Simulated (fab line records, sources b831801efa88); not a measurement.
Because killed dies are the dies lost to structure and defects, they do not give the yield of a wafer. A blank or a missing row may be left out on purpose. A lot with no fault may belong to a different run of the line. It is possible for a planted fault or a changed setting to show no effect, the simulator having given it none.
A struck lot beside a sound one + flow sky130 + 16 out of 708 route steps
Sound: wafers L443.4, L443.5, L443.6. Struck: wafers L452.1, L452.3, L452.4. Last of all comes the cause.
Each step with rows lists, per side, the tool, then ch with its chambers, then its first start. Under that, the readings that differ: sound wafers + struck wafers + difference of the means + sigmas: that difference in standard deviations of wafers without a fault.
alike: a reading whose means differ by less than 2 such deviations, as well as words and numbers matching on both sides. not compared: withheld readings; readings where some wafer has no value; bounds like >300 that might hide an equal value; numbers whose values overlap and for which the record gives no deviation.
Wherever a step has rows on one side only, a row that says differs or no value, or a row with sigmas, the two part there. Non-overlapping numbers with no deviation appear without sigmas and do not part them. Lack of a reading on every wafer of one side parts them only where that side has two or more wafers.

first, 5 steps without rows for these wafers: SKY_SONOS_TUNNEL_COAT_02 (resist thk 1140 nm); SKY_SONOS_TUNNEL_SOFTBAKE_03 (time 60 s); SKY_SONOS_TUNNEL_EXPOSE_04 (exposes mask TUNM, target cd 410 nm); SKY_SONOS_TUNNEL_PEB_05; SKY_SONOS_TUNNEL_DEVELOP_06 (develop time 60 s).
SKY_SONOS_TUNNEL_CD_MEAS_07: the cd target is 410 nm.
  sound: cd-sem-02 at day 12 06:45; struck: cd-sem-01 at day 15 04:20
  alike: cd-nm
SKY_SONOS_TUNNEL_OVL_MEAS_08:
  sound: overlay-01 at day 12 06:50; struck: overlay-01 at day 15 04:28
  alike: SONOS_TUNNEL_OVL
then, 3 steps without rows for these wafers: SKY_SONOS_TUNNEL_IMPLANT_09; SKY_SONOS_TUNNEL_WET_ETCH_10 (etches SiO2 in dHF, target depth 14 nm, time 280 s); SKY_SONOS_TUNNEL_STRIP_11 (strips in SPM, time 600 s).
SKY_SONOS_TUNNEL_TW_MEAS_12:
  sound: film-metro-04 at day 12 07:17; struck: film-metro-04 at day 15 04:55
  alike: SONOS_TUNNEL_TW
then, 1 step without rows for these wafers: SKY_SONOS_TUNNEL_CLEAN_13 (cleans in dHF, time 20 s).
SKY_SONOS_ONO_OXIDATION_00: stabilise 600 s, purge 300 s, target thk 2.6 nm.
  sound on furnace-01 ch 0, day 12 07:38; struck on furnace-01 ch 0, day 15 07:05
| reading                                          | sound             | struck            | difference | sigmas |
|--------------------------------------------------|-------------------|-------------------|------------|--------|
| spike-tc-centre-C (C)                            | 801.6 800.0 801.2 | 807.8 808.2 808.7 | +7.3       | +8     |
| spike-tc-lower-C (C)                             | 802.5 803.0 801.6 | 807.9 809.2 810.6 | +6.9       | +6     |
| spike-tc-top-C (C)                               | 812.8 811.4 813.6 | 820.0 818.6 819.1 | +6.6       | +3     |
| spike-tc-upper-C (C)                             | 800.7 799.5 800.2 | 807.0 806.0 810.0 | +7.5       | +6     |
| model.SiO2_of_SONOS_ONO_OXIDATION_00.thk-nm (nm) | 2.631 2.646 2.649 | 2.921 2.896 2.895 | +0.262     |        |
SKY_SONOS_ONO_THK_MEAS_01:
  sound: film-metro-02 at day 12 09:01; struck: film-metro-04 at day 15 08:26
| reading                      | sound          | struck         | difference | sigmas |
|------------------------------|----------------|----------------|------------|--------|
| SONOS_ONO_OXIDATION_THK (nm) | 2.62 2.62 2.62 | 2.93 2.91 2.91 | +0.30      | +5     |
then, 1 step without rows for these wafers: SKY_SONOS_ONO_CVD_02 (deposits Si3N4 from DCS/NH3, target thk 10.5 nm, time 180 s).
-- the record jumps here: 33 days lie between the struck wafers' starts before and after (it left off in module SONOS_ONO and takes up again in module PAD_OPEN, whose first step shown is number 708 of the route) --
SKY_PAD_OPEN_PROBE_99:
  sound: prober-01 at day 46 06:49; struck: prober-02 at day 48 15:24
| reading                               | sound                   | struck                  | difference | sigmas |
|---------------------------------------|-------------------------|-------------------------|------------|--------|
| model.etest.sonos-erased.drive-ua-um  | 188 210.9 186.8         | 145.3 155.9 159.7       | -41.6      |        |
| model.etest.cap-ono.gate-log10-a-cm2  | -7.861 -7.854 -7.942    | -8.48 -8.252 -8.336     | -0.47      |        |
| model.etest.sonos-erased.vt-v (V)     | -2.309 -2.335 -2.286    | -1.917 -1.995 -1.98     | +0.346     |        |
| model.etest.cap-ono.tox-acc-nm (nm)   | 12.81 12.81 12.81       | 13.31 13.17 13.22       | +0.42      |        |
| model.etest.sonos-programmed.vt-v (V) | 1.508 1.482 1.492       | 1.31 1.373 1.366        | -0.14      |        |
| model.etest.sonos-baked.vt-less-v (V) | -0.5206 -0.5077 -0.5103 | -0.3849 -0.4096 -0.3826 | +0.1205    |        |
  alike: killed_at_M0_to_M3, killed_at_M4_up, killed-at-contacts, killed-at-front-end, killed-at-other, killed-dies, killed-open, killed-short

WHERE THEY PART
Last at SKY_SONOS_ONO_THK_MEAS_01 as far as this record goes, first at SKY_SONOS_ONO_OXIDATION_00. Later steps at which nothing parts them and some readings are alike: SKY_PAD_OPEN_PROBE_99.

WHY: whatever the simulator had introduced
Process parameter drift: furnace-01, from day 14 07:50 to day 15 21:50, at SKY_SONOS_ONO_OXIDATION_00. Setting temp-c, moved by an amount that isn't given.
